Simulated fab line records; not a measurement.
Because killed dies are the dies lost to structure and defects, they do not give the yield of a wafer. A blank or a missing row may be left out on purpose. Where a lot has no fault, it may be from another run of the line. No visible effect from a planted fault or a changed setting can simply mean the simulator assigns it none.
fab line records ; flow gf180mcu ; part 1 of 2: steps 1 to 27 of 38
[record] lots = 5; wafers = 15; last-day = 33
route steps=602 shown LVPWELL@55 MVSD@66 MVPSD@78 VT_IMPLANT@90
lots with no fault: from the same line, run without faults
start-h: hours from the record's opening day to when the first of the lot's shown wafers began ; wait-h: hours since the lot's step before ; " as in the row above ; L1.1+2: a single row standing in for several wafers ; - no value present, or no start provided ; * or withheld: withheld ; < > ~ a bound
route shown NAME@n: names a module that has steps shown in the file, with the first one's number in the route ; usual: average and standard deviation across the fault-free wafers ; same: alike in all rows ; chamber/n: place in a boat ; sites: each site's reading ; _std_site: standard deviation across them ; _edge_site: outer sites' mean less inner sites' ; radius-mm: for every site, how far away it sits from the centre of the wafer ; mask NAME#n: copy n ; behind: the most recent tool/chamber to have shaped the wafer ; hold: the reason the lot was held/the length of the hold in hours/how it ended ; device: whichever transistor did not switch (one of n, p or np) ; end of line: at the end of the route, the tests of the same wafers ; a step without rows: its recipe alone ; killed: the dies lost at the first sort to structure and to defects; this is not the yield of the wafer ; map: the dies of a wafer, with x for killed, . for not killed, _ for no die there
set.NAME: the setting the step ran with; set.NAME@STEP: the setting that earlier step ran with ; model.NAME: the simulator's own value behind a step, which no gauge read
lots at selected steps of the route; one table per step, one row per wafer
services: when a tool's chamber went out of use (start-h, in hours from the record's first day, below 0 if earlier), for how many hours, and the reason
[[steps]]
[step GF_LVPWELL_HMDS_01]
[recipe] prime-time-s = 60; prime-temp-c = 120
[usual] chill-plate-temp-C = 23.02/0.1
lot.wafer;tool;chamber;start-h;wait-h;chill-plate-temp-C
L076.2;litho-track-02;0;71.78;0.1;23.08
L076.4;litho-track-02;0;71.78;0.1;23.03
L076.6;litho-track-02;0;71.78;0.1;23.07
L077.3;litho-track-02;0;79.16;0.1;22.92
L077.4;litho-track-02;0;79.16;0.1;23.00
L077.5;litho-track-02;0;79.16;0.1;22.90
L081.2;litho-track-03;0;99.61;0.1;23.02
L081.5;litho-track-03;0;99.61;0.1;22.92
L081.6;litho-track-03;0;99.61;0.1;22.89
L086.1;litho-track-03;0;128.74;0.1;22.89
L086.3;litho-track-03;0;128.74;0.1;22.98
L086.4;litho-track-03;0;128.74;0.1;22.99
L094.2;litho-track-02;0;172.43;0.1;23.21
L094.3;litho-track-02;0;172.43;0.1;23.14
L094.4;litho-track-02;0;172.43;0.1;23.22
[step GF_LVPWELL_COAT_02]
[recipe] spin-rpm = 2000; resist-thk-nm = 3000
[usual] chill-plate-temp-C = 23.00/0.11
lot.wafer;tool;chamber;start-h;wait-h;chill-plate-temp-C
L076.2;litho-track-02;0;71.93;0.1;23.19
L076.4;litho-track-02;0;71.93;0.1;23.01
L076.6;litho-track-02;0;71.93;0.1;23.01
L077.3;litho-track-02;0;79.31;0.1;22.76
L077.4;litho-track-02;0;79.31;0.1;22.92
L077.5;litho-track-02;0;79.31;0.1;22.99
L081.2;litho-track-03;0;99.76;0.1;23.05
L081.5;litho-track-03;0;99.76;0.1;23.17
L081.6;litho-track-03;0;99.76;0.1;23.06
L086.1;litho-track-03;0;128.89;0.1;23.04
L086.3;litho-track-03;0;128.89;0.1;23.01
L086.4;litho-track-03;0;128.89;0.1;23.02
L094.2;litho-track-02;0;172.58;0.1;23.02
L094.3;litho-track-02;0;172.58;0.1;23.03
L094.4;litho-track-02;0;172.58;0.1;23.00
[step GF_LVPWELL_SOFTBAKE_03]
[recipe] temp-c = 110; time-s = withheld
[usual] chill-plate-temp-C = 23.01/0.1
lot.wafer;tool;chamber;start-h;wait-h;chill-plate-temp-C
L076.2;litho-track-02;0;72.09;0.1;23.04
L076.4;litho-track-02;0;72.09;0.1;23.09
L076.6;litho-track-02;0;72.09;0.1;23.03
L077.3;litho-track-02;0;79.47;0.1;23.01
L077.4;litho-track-02;0;79.47;0.1;22.98
L077.5;litho-track-02;0;79.47;0.1;22.93
L081.2;litho-track-03;0;99.92;0.1;23.03
L081.5;litho-track-03;0;99.92;0.1;22.88
L081.6;litho-track-03;0;99.92;0.1;23.01
L086.1;litho-track-03;0;129.04;0.1;23.16
L086.3;litho-track-03;0;129.04;0.1;23.20
L086.4;litho-track-03;0;129.04;0.1;23.07
L094.2;litho-track-02;0;172.74;0.1;22.81
L094.3;litho-track-02;0;172.74;0.1;23.03
L094.4;litho-track-02;0;172.74;0.1;23.06
[step GF_LVPWELL_EXPOSE_04]
[recipe] mask-id = LVPWELL; target-cd-nm = 600; na = 0.6; source-shape = conventional; sigma-outer = 0.6; dose-mj = 260
[usual] focus-offset-nm = 0.0/0.46
lot.wafer;tool;chamber;start-h;wait-h;mask;focus-offset-nm
L076.2;iline-stepper-02;0;-;-;LVPWELL#0;0.5
L076.4;iline-stepper-02;0;-;-;LVPWELL#0;-0.3
L076.6;iline-stepper-02;0;-;-;LVPWELL#0;0.0
L077.3;iline-stepper-01;0;-;-;LVPWELL#0;0.2
L077.4;iline-stepper-01;0;-;-;LVPWELL#0;-0.4
L077.5;iline-stepper-01;0;-;-;LVPWELL#0;-0.5
L081.2;iline-stepper-01;0;-;-;LVPWELL#0;0.4
L081.5;iline-stepper-01;0;-;-;LVPWELL#0;0.4
L081.6;iline-stepper-01;0;-;-;LVPWELL#0;0.4
L086.1;iline-stepper-01;0;-;-;LVPWELL#0;-0.6
L086.3;iline-stepper-01;0;-;-;LVPWELL#0;-0.1
L086.4;iline-stepper-01;0;-;-;LVPWELL#0;0.4
L094.2;iline-stepper-02;0;-;-;LVPWELL#0;-0.1
L094.3;iline-stepper-02;0;-;-;LVPWELL#0;0.0
L094.4;iline-stepper-02;0;-;-;LVPWELL#0;0.2
[step GF_LVPWELL_PEB_05]
[recipe] temp-c = 115; time-s = withheld
[usual] chill-plate-temp-C = 23.01/0.094
lot.wafer;tool;chamber;start-h;wait-h;chill-plate-temp-C
L076.2;litho-track-01;0;-;-;22.80
L076.4;litho-track-01;0;-;-;22.97
L076.6;litho-track-01;0;-;-;22.91
L077.3;litho-track-01;0;-;-;23.12
L077.4;litho-track-01;0;-;-;23.00
L077.5;litho-track-01;0;-;-;23.03
L081.2;litho-track-01;0;-;-;23.01
L081.5;litho-track-01;0;-;-;23.09
L081.6;litho-track-01;0;-;-;23.03
L086.1;litho-track-02;0;-;-;22.91
L086.3;litho-track-02;0;-;-;23.17
L086.4;litho-track-02;0;-;-;22.98
L094.2;litho-track-03;0;-;-;22.88
L094.3;litho-track-03;0;-;-;22.92
L094.4;litho-track-03;0;-;-;23.14
[step GF_LVPWELL_DEVELOP_06]
[recipe] wall-angle-deg = 90; develop-time-s = 60; dev-temp-c = 23
[usual] chill-plate-temp-C = 23.01/0.095
lot.wafer;tool;chamber;start-h;wait-h;chill-plate-temp-C
L076.2;litho-track-01;0;-;-;23.10
L076.4;litho-track-01;0;-;-;22.91
L076.6;litho-track-01;0;-;-;23.11
L077.3;litho-track-01;0;-;-;23.08
L077.4;litho-track-01;0;-;-;23.03
L077.5;litho-track-01;0;-;-;23.03
L081.2;litho-track-01;0;-;-;23.00
L081.5;litho-track-01;0;-;-;22.96
L081.6;litho-track-01;0;-;-;22.94
L086.1;litho-track-02;0;-;-;23.05
L086.3;litho-track-02;0;-;-;23.13
L086.4;litho-track-02;0;-;-;23.08
L094.2;litho-track-03;0;-;-;23.14
L094.3;litho-track-03;0;-;-;23.00
L094.4;litho-track-03;0;-;-;23.12
[step GF_LVPWELL_OVL_MEAS_07]
[usual] LVPWELL_OVL = 0.4/1.3
lot.wafer;tool;chamber;start-h;wait-h;LVPWELL_OVL[nm]
L076.2;overlay-02;-;79.29;-;3.8
L076.4;overlay-02;-;79.29;-;0.4
L076.6;overlay-02;-;79.29;-;1.7
L077.3;overlay-02;-;86.59;-;-1.6
L077.4;overlay-02;-;86.59;-;0.0
L077.5;overlay-02;-;86.59;-;-2.3
L081.2;overlay-02;-;107.14;-;-0.5
L081.5;overlay-02;-;107.14;-;-2.4
L081.6;overlay-02;-;107.14;-;0.5
L086.1;overlay-01;-;136.61;-;-1.0
L086.3;overlay-01;-;136.61;-;0.3
L086.4;overlay-01;-;136.61;-;-0.7
L094.2;overlay-02;-;181.39;-;3.0
L094.3;overlay-02;-;181.39;-;2.3
L094.4;overlay-02;-;181.39;-;2.5
[step GF_LVPWELL_IMPLANT_08]
[recipe] species = B; energy-kev = 170; dose-cm2 = 1.5e+13; tilt-deg = 0
lot.wafer;tool;chamber;start-h;wait-h
L076.2+4+6;implanter-01;0;79.34;0.0
L077.3+4+5;implanter-04;0;86.67;0.1
L081.2+5+6;implanter-02;0;107.19;0.0
L086.1+3+4;implanter-01;0;136.64;0.0
L094.2+3+4;implanter-02;0;181.45;0.0
[step GF_LVPWELL_IMPLANT_09]
[recipe] species = B; energy-kev = 60; dose-cm2 = 5e+12; tilt-deg = 0
lot.wafer;tool;chamber;start-h;wait-h
L076.2+4+6;implanter-01;0;79.49;0.1
L077.3+4+5;implanter-04;0;86.82;0.1
L081.2+5+6;implanter-02;0;107.34;0.1
L086.1+3+4;implanter-01;0;136.79;0.1
L094.2+3+4;implanter-02;0;181.60;0.1
[step GF_LVPWELL_STRIP_10]
[recipe] chemistry = O2/N2; power-w = 1400; pressure-mtorr = 1500; platen-temp-c = 250; o2-flow-sccm = 3000; n2-flow-sccm = 300; overash-fraction = 0.5
[usual] drypump-motor-current-A = 5.6/0.42; heater-power-w = 322/12; oes-product-au = 0.722/0.0044; strip-time-to-endpoint-s = 36.90/0.092
lot.wafer;tool;chamber;start-h;wait-h;drypump-motor-current-A;heater-power-w;oes-product-au;rf-hours-counter-h;strip-time-to-endpoint-s
L076.2;plasma-asher-02;1;79.62;0.1;6.0;303;0.730;44;36.88
L076.4;plasma-asher-02;1;79.62;0.1;6.0;311;0.726;-;36.85
L076.6;plasma-asher-02;1;79.62;0.1;6.0;304;0.724;-;36.90
L077.3;plasma-asher-03;1;86.95;0.1;5.4;340;0.723;-;36.95
L077.4;plasma-asher-03;0;86.95;0.1;6.1;322;0.721;-;36.99
L077.5;plasma-asher-03;1;86.95;0.1;5.5;348;0.714;-;37.02
L081.2;plasma-asher-04;1;107.47;0.1;4.8;312;0.726;44;36.89
L081.5;plasma-asher-04;1;107.47;0.1;4.8;310;0.713;-;36.77
L081.6;plasma-asher-04;0;107.47;0.1;5.5;318;0.718;-;36.82
L086.1;plasma-asher-02;1;136.94;0.1;6.0;312;0.723;3;36.71
L086.3;plasma-asher-02;1;136.94;0.1;6.0;309;0.718;-;36.87
L086.4;plasma-asher-02;0;136.94;0.1;5.4;318;0.719;-;36.77
L094.2;plasma-asher-03;1;181.72;0.1;5.5;341;0.720;39;36.81
L094.3;plasma-asher-03;1;181.72;0.1;5.5;349;0.714;-;36.85
L094.4;plasma-asher-03;0;181.72;0.1;6.1;317;0.723;-;36.76
[step GF_LVPWELL_TW_MEAS_11]
[usual] LVPWELL_TW = 562/4.2
lot.wafer;tool;chamber;start-h;wait-h;LVPWELL_TW
L076.2;film-metro-02;-;79.73;0.1;554
L076.4;film-metro-02;-;79.73;0.1;555
L076.6;film-metro-02;-;79.73;0.1;555
L077.3;film-metro-04;-;87.04;0.1;561
L077.4;film-metro-04;-;87.04;0.1;562
L077.5;film-metro-04;-;87.04;0.1;564
L081.2;film-metro-02;-;107.58;0.1;556
L081.5;film-metro-02;-;107.58;0.1;558
L081.6;film-metro-02;-;107.58;0.1;557
L086.1;film-metro-04;-;137.04;0.1;569
L086.3;film-metro-04;-;137.04;0.1;565
L086.4;film-metro-04;-;137.04;0.1;565
L094.2;film-metro-04;-;181.83;0.1;568
L094.3;film-metro-04;-;181.83;0.1;564
L094.4;film-metro-04;-;181.83;0.1;567
[step GF_MVSD_DEHYDRATE_00]
[recipe] temp-c = 200; time-s = 60
[usual] chill-plate-temp-C = 23.02/0.095
lot.wafer;tool;chamber;start-h;wait-h;chill-plate-temp-C
L076.2;litho-track-04;0;86.24;6.5;22.83
L076.4;litho-track-04;0;86.24;6.5;22.90
L076.6;litho-track-04;0;86.24;6.5;22.99
L077.3;litho-track-03;0;93.69;6.6;22.99
L077.4;litho-track-03;0;93.69;6.6;23.00
L077.5;litho-track-03;0;93.69;6.6;23.14
L081.2;litho-track-02;0;113.83;6.2;23.06
L081.5;litho-track-02;0;113.83;6.2;23.04
L081.6;litho-track-02;0;113.83;6.2;22.93
L086.1;litho-track-02;0;144.31;7.3;23.12
L086.3;litho-track-02;0;144.31;7.3;22.89
L086.4;litho-track-02;0;144.31;7.3;22.94
L094.2;litho-track-03;0;189.46;7.6;22.94
L094.3;litho-track-03;0;189.46;7.6;23.06
L094.4;litho-track-03;0;189.46;7.6;23.03
[step GF_MVSD_HMDS_01]
[recipe] prime-time-s = 60; prime-temp-c = 120
[usual] chill-plate-temp-C = 22.99/0.13
lot.wafer;tool;chamber;start-h;wait-h;chill-plate-temp-C
L076.2;litho-track-04;0;86.39;0.1;22.92
L076.4;litho-track-04;0;86.39;0.1;22.99
L076.6;litho-track-04;0;86.39;0.1;23.05
L077.3;litho-track-03;0;93.84;0.1;23.07
L077.4;litho-track-03;0;93.84;0.1;22.82
L077.5;litho-track-03;0;93.84;0.1;23.13
L081.2;litho-track-02;0;113.98;0.1;23.09
L081.5;litho-track-02;0;113.98;0.1;22.93
L081.6;litho-track-02;0;113.98;0.1;22.86
L086.1;litho-track-02;0;144.46;0.1;22.96
L086.3;litho-track-02;0;144.46;0.1;23.02
L086.4;litho-track-02;0;144.46;0.1;22.73
L094.2;litho-track-03;0;189.61;0.1;22.88
L094.3;litho-track-03;0;189.61;0.1;22.92
L094.4;litho-track-03;0;189.61;0.1;22.94
[step GF_MVSD_COAT_02]
[recipe] spin-rpm = 2000; resist-thk-nm = 3000
[usual] chill-plate-temp-C = 23.01/0.11
lot.wafer;tool;chamber;start-h;wait-h;chill-plate-temp-C
L076.2;litho-track-04;0;86.54;0.1;22.87
L076.4;litho-track-04;0;86.54;0.1;22.98
L076.6;litho-track-04;0;86.54;0.1;22.98
L077.3;litho-track-03;0;93.99;0.1;22.98
L077.4;litho-track-03;0;93.99;0.1;23.03
L077.5;litho-track-03;0;93.99;0.1;23.31
L081.2;litho-track-02;0;114.13;0.1;23.12
L081.5;litho-track-02;0;114.13;0.1;23.16
L081.6;litho-track-02;0;114.13;0.1;23.16
L086.1;litho-track-02;0;144.61;0.1;23.00
L086.3;litho-track-02;0;144.61;0.1;23.03
L086.4;litho-track-02;0;144.61;0.1;23.13
L094.2;litho-track-03;0;189.76;0.1;22.95
L094.3;litho-track-03;0;189.76;0.1;22.94
L094.4;litho-track-03;0;189.76;0.1;22.96
[step GF_MVSD_SOFTBAKE_03]
[recipe] temp-c = 110; time-s = withheld
[usual] chill-plate-temp-C = 22.98/0.11
lot.wafer;tool;chamber;start-h;wait-h;chill-plate-temp-C
L076.2;litho-track-04;0;86.70;0.1;23.00
L076.4;litho-track-04;0;86.70;0.1;23.16
L076.6;litho-track-04;0;86.70;0.1;22.95
L077.3;litho-track-03;0;94.15;0.1;22.89
L077.4;litho-track-03;0;94.15;0.1;22.94
L077.5;litho-track-03;0;94.15;0.1;23.03
L081.2;litho-track-02;0;114.29;0.1;22.99
L081.5;litho-track-02;0;114.29;0.1;22.97
L081.6;litho-track-02;0;114.29;0.1;23.03
L086.1;litho-track-02;0;144.76;0.1;22.92
L086.3;litho-track-02;0;144.76;0.1;22.71
L086.4;litho-track-02;0;144.76;0.1;22.88
L094.2;litho-track-03;0;189.92;0.1;23.23
L094.3;litho-track-03;0;189.92;0.1;23.22
L094.4;litho-track-03;0;189.92;0.1;23.09
[step GF_MVSD_EXPOSE_04]
[recipe] mask-id = MVSD; target-cd-nm = 1000; na = 0.6; source-shape = conventional; sigma-outer = 0.6; dose-mj = 260
[usual] focus-offset-nm = 0.0/0.49
lot.wafer;tool;chamber;start-h;wait-h;mask;focus-offset-nm
L076.2;iline-stepper-02;0;-;-;MVSD#0;0.2
L076.4;iline-stepper-02;0;-;-;MVSD#0;0.2
L076.6;iline-stepper-02;0;-;-;MVSD#0;0.5
L077.3;iline-stepper-02;0;-;-;MVSD#0;0.2
L077.4;iline-stepper-02;0;-;-;MVSD#0;-0.8
L077.5;iline-stepper-02;0;-;-;MVSD#0;-0.2
L081.2;iline-stepper-01;0;-;-;MVSD#0;0.0
L081.5;iline-stepper-01;0;-;-;MVSD#0;0.0
L081.6;iline-stepper-01;0;-;-;MVSD#0;0.1
L086.1;iline-stepper-01;0;-;-;MVSD#0;0.3
L086.3;iline-stepper-01;0;-;-;MVSD#0;-0.1
L086.4;iline-stepper-01;0;-;-;MVSD#0;0.3
L094.2;iline-stepper-02;0;-;-;MVSD#0;0.3
L094.3;iline-stepper-02;0;-;-;MVSD#0;-0.2
L094.4;iline-stepper-02;0;-;-;MVSD#0;-0.1
[step GF_MVSD_PEB_05]
[recipe] temp-c = 115; time-s = withheld
[usual] chill-plate-temp-C = 23.02/0.1
lot.wafer;tool;chamber;start-h;wait-h;chill-plate-temp-C
L076.2;litho-track-02;0;-;-;23.13
L076.4;litho-track-02;0;-;-;23.23
L076.6;litho-track-02;0;-;-;23.22
L077.3;litho-track-03;0;-;-;22.99
L077.4;litho-track-03;0;-;-;23.03
L077.5;litho-track-03;0;-;-;23.23
L081.2;litho-track-02;0;-;-;23.25
L081.5;litho-track-02;0;-;-;23.07
L081.6;litho-track-02;0;-;-;23.01
L086.1;litho-track-04;0;-;-;23.03
L086.3;litho-track-04;0;-;-;23.02
L086.4;litho-track-04;0;-;-;23.26
L094.2;litho-track-02;0;-;-;22.94
L094.3;litho-track-02;0;-;-;22.96
L094.4;litho-track-02;0;-;-;22.97
[step GF_MVSD_DEVELOP_06]
[recipe] wall-angle-deg = 90; develop-time-s = 60; dev-temp-c = 23
[usual] chill-plate-temp-C = 22.99/0.11
lot.wafer;tool;chamber;start-h;wait-h;chill-plate-temp-C
L076.2;litho-track-02;0;-;-;23.09
L076.4;litho-track-02;0;-;-;22.99
L076.6;litho-track-02;0;-;-;23.23
L077.3;litho-track-03;0;-;-;23.02
L077.4;litho-track-03;0;-;-;23.07
L077.5;litho-track-03;0;-;-;23.20
L081.2;litho-track-02;0;-;-;22.96
L081.5;litho-track-02;0;-;-;22.99
L081.6;litho-track-02;0;-;-;22.87
L086.1;litho-track-04;0;-;-;23.08
L086.3;litho-track-04;0;-;-;23.00
L086.4;litho-track-04;0;-;-;22.88
L094.2;litho-track-02;0;-;-;23.03
L094.3;litho-track-02;0;-;-;22.85
L094.4;litho-track-02;0;-;-;22.88
[step GF_MVSD_OVL_MEAS_07]
[usual] MVSD_OVL = 0.7/1.2
lot.wafer;tool;chamber;start-h;wait-h;MVSD_OVL[nm]
L076.2;overlay-02;-;93.41;-;-1.9
L076.4;overlay-02;-;93.41;-;0.5
L076.6;overlay-02;-;93.41;-;-1.3
L077.3;overlay-02;-;101.05;-;2.3
L077.4;overlay-02;-;101.05;-;1.4
L077.5;overlay-02;-;101.05;-;3.1
L081.2;overlay-02;-;121.06;-;-0.8
L081.5;overlay-02;-;121.06;-;-0.3
L081.6;overlay-02;-;121.06;-;-1.5
L086.1;overlay-02;-;152.56;-;-0.7
L086.3;overlay-02;-;152.56;-;-1.1
L086.4;overlay-02;-;152.56;-;-2.0
L094.2;overlay-02;-;197.86;-;1.2
L094.3;overlay-02;-;197.86;-;3.0
L094.4;overlay-02;-;197.86;-;2.6
[step GF_MVSD_IMPLANT_08]
[recipe] species = P; energy-kev = 400; dose-cm2 = 1.6e+13; tilt-deg = 0
lot.wafer;tool;chamber;start-h;wait-h
L076.2+4+6;implanter-01;0;93.47;0.0
L077.3+4+5;implanter-04;0;101.12;0.1
L081.2+5+6;implanter-03;0;121.12;0.0
L086.1+3+4;implanter-04;0;152.60;0.0
L094.2+3+4;implanter-04;0;197.92;0.0
[step GF_MVSD_IMPLANT_09]
[recipe] species = P; energy-kev = 100; dose-cm2 = 5e+12; tilt-deg = 0
lot.wafer;tool;chamber;start-h;wait-h
L076.2+4+6;implanter-01;0;93.62;0.1
L077.3+4+5;implanter-04;0;101.27;0.1
L081.2+5+6;implanter-03;0;121.27;0.1
L086.1+3+4;implanter-04;0;152.75;0.1
L094.2+3+4;implanter-04;0;198.07;0.1
[step GF_MVSD_STRIP_10]
[recipe] chemistry = O2/N2; power-w = 1400; pressure-mtorr = 1500; platen-temp-c = 250; o2-flow-sccm = 3000; n2-flow-sccm = 300; overash-fraction = 0.5
[usual] drypump-motor-current-A = 5.4/0.43; heater-power-w = 331/18; oes-product-au = 0.722/0.0042; strip-time-to-endpoint-s = 36.93/0.088
lot.wafer;tool;chamber;start-h;wait-h;drypump-motor-current-A;heater-power-w;oes-product-au;rf-hours-counter-h;strip-time-to-endpoint-s
L076.2;plasma-asher-01;0;93.74;0.1;5.2;353;0.719;45;36.94
L076.4;plasma-asher-01;1;93.74;0.1;5.2;360;0.717;-;36.93
L076.6;plasma-asher-01;1;93.74;0.1;5.2;359;0.719;-;36.96
L077.3;plasma-asher-04;1;101.41;0.1;4.8;301;0.725;-;36.87
L077.4;plasma-asher-04;0;101.41;0.1;5.5;316;0.727;-;36.98
L077.5;plasma-asher-04;0;101.41;0.1;5.5;318;0.715;-;36.87
L081.2;plasma-asher-03;1;121.39;0.1;5.5;340;0.725;32;36.84
L081.5;plasma-asher-03;1;121.39;0.1;5.5;334;0.728;-;36.82
L081.6;plasma-asher-03;0;121.39;0.1;6.1;319;0.724;-;36.90
L086.1;plasma-asher-04;0;152.90;0.1;5.5;320;0.718;47;36.88
L086.3;plasma-asher-04;0;152.90;0.1;5.5;331;0.715;-;36.89
L086.4;plasma-asher-04;1;152.90;0.1;4.8;320;0.728;-;36.85
L094.2;plasma-asher-04;0;198.19;0.1;5.5;322;0.725;52;36.96
L094.3;plasma-asher-04;0;198.19;0.1;5.5;330;0.722;-;36.97
L094.4;plasma-asher-04;1;198.19;0.1;4.8;301;0.724;-;36.93
[step GF_MVSD_TW_MEAS_11]
[usual] MVSD_TW = 1582/13
lot.wafer;tool;chamber;start-h;wait-h;MVSD_TW
L076.2;film-metro-04;-;93.85;0.1;1584
L076.4;film-metro-04;-;93.85;0.1;1590
L076.6;film-metro-04;-;93.85;0.1;1588
L077.3;film-metro-03;-;101.49;0.1;1579
L077.4;film-metro-03;-;101.49;0.1;1589
L077.5;film-metro-03;-;101.49;0.1;1572
L081.2;film-metro-03;-;121.50;0.1;1594
L081.5;film-metro-03;-;121.50;0.1;1604
L081.6;film-metro-03;-;121.50;0.1;1589
L086.1;film-metro-02;-;153.00;0.1;1561
L086.3;film-metro-02;-;153.00;0.1;1564
L086.4;film-metro-02;-;153.00;0.1;1557
L094.2;film-metro-04;-;198.30;0.1;1593
L094.3;film-metro-04;-;198.30;0.1;1588
L094.4;film-metro-04;-;198.30;0.1;1594
[step GF_MVPSD_DEHYDRATE_00]
[recipe] temp-c = 200; time-s = 60
[usual] chill-plate-temp-C = 22.98/0.11
lot.wafer;tool;chamber;start-h;wait-h;chill-plate-temp-C
L076.2;litho-track-04;0;100.24;6.4;22.82
L076.4;litho-track-04;0;100.24;6.4;23.00
L076.6;litho-track-04;0;100.24;6.4;22.82
L077.3;litho-track-02;0;107.86;6.4;23.08
L077.4;litho-track-02;0;107.86;6.4;23.02
L077.5;litho-track-02;0;107.86;6.4;22.99
L081.2;litho-track-04;0;128.24;6.7;23.15
L081.5;litho-track-04;0;128.24;6.7;23.08
L081.6;litho-track-04;0;128.24;6.7;23.12
L086.1;litho-track-02;0;159.31;6.3;22.83
L086.3;litho-track-02;0;159.31;6.3;22.93
L086.4;litho-track-02;0;159.31;6.3;22.91
L094.2;litho-track-02;0;206.38;8.1;22.97
L094.3;litho-track-02;0;206.38;8.1;22.92
L094.4;litho-track-02;0;206.38;8.1;23.03
[step GF_MVPSD_HMDS_01]
[recipe] prime-time-s = 60; prime-temp-c = 120
[usual] chill-plate-temp-C = 22.99/0.1
lot.wafer;tool;chamber;start-h;wait-h;chill-plate-temp-C
L076.2;litho-track-04;0;100.39;0.1;22.97
L076.4;litho-track-04;0;100.39;0.1;23.05
L076.6;litho-track-04;0;100.39;0.1;23.02
L077.3;litho-track-02;0;108.01;0.1;23.20
L077.4;litho-track-02;0;108.01;0.1;23.15
L077.5;litho-track-02;0;108.01;0.1;23.14
L081.2;litho-track-04;0;128.39;0.1;22.97
L081.5;litho-track-04;0;128.39;0.1;22.92
L081.6;litho-track-04;0;128.39;0.1;22.89
L086.1;litho-track-02;0;159.46;0.1;22.89
L086.3;litho-track-02;0;159.46;0.1;22.99
L086.4;litho-track-02;0;159.46;0.1;23.02
L094.2;litho-track-02;0;206.53;0.1;23.06
L094.3;litho-track-02;0;206.53;0.1;22.97
L094.4;litho-track-02;0;206.53;0.1;22.99
[step GF_MVPSD_COAT_02]
[recipe] spin-rpm = 2000; resist-thk-nm = 3000
[usual] chill-plate-temp-C = 23.01/0.094
lot.wafer;tool;chamber;start-h;wait-h;chill-plate-temp-C
L076.2;litho-track-04;0;100.54;0.1;23.01
L076.4;litho-track-04;0;100.54;0.1;23.03
L076.6;litho-track-04;0;100.54;0.1;23.03
L077.3;litho-track-02;0;108.16;0.1;22.94
L077.4;litho-track-02;0;108.16;0.1;23.03
L077.5;litho-track-02;0;108.16;0.1;22.88
L081.2;litho-track-04;0;128.54;0.1;22.94
L081.5;litho-track-04;0;128.54;0.1;23.00
L081.6;litho-track-04;0;128.54;0.1;23.06
L086.1;litho-track-02;0;159.61;0.1;23.10
L086.3;litho-track-02;0;159.61;0.1;22.88
L086.4;litho-track-02;0;159.61;0.1;22.89
L094.2;litho-track-02;0;206.68;0.1;22.95
L094.3;litho-track-02;0;206.68;0.1;23.08
L094.4;litho-track-02;0;206.68;0.1;23.02
[step GF_MVPSD_SOFTBAKE_03]
[recipe] temp-c = 110; time-s = withheld
[usual] chill-plate-temp-C = 23.02/0.11
lot.wafer;tool;chamber;start-h;wait-h;chill-plate-temp-C
L076.2;litho-track-04;0;100.70;0.1;23.01
L076.4;litho-track-04;0;100.70;0.1;23.02
L076.6;litho-track-04;0;100.70;0.1;22.93
L077.3;litho-track-02;0;108.32;0.1;23.19
L077.4;litho-track-02;0;108.32;0.1;23.11
L077.5;litho-track-02;0;108.32;0.1;23.07
L081.2;litho-track-04;0;128.70;0.1;22.97
L081.5;litho-track-04;0;128.70;0.1;23.14
L081.6;litho-track-04;0;128.70;0.1;22.90
L086.1;litho-track-02;0;159.76;0.1;22.87
L086.3;litho-track-02;0;159.76;0.1;23.13
L086.4;litho-track-02;0;159.76;0.1;22.94
L094.2;litho-track-02;0;206.84;0.1;23.07
L094.3;litho-track-02;0;206.84;0.1;23.15
L094.4;litho-track-02;0;206.84;0.1;23.11
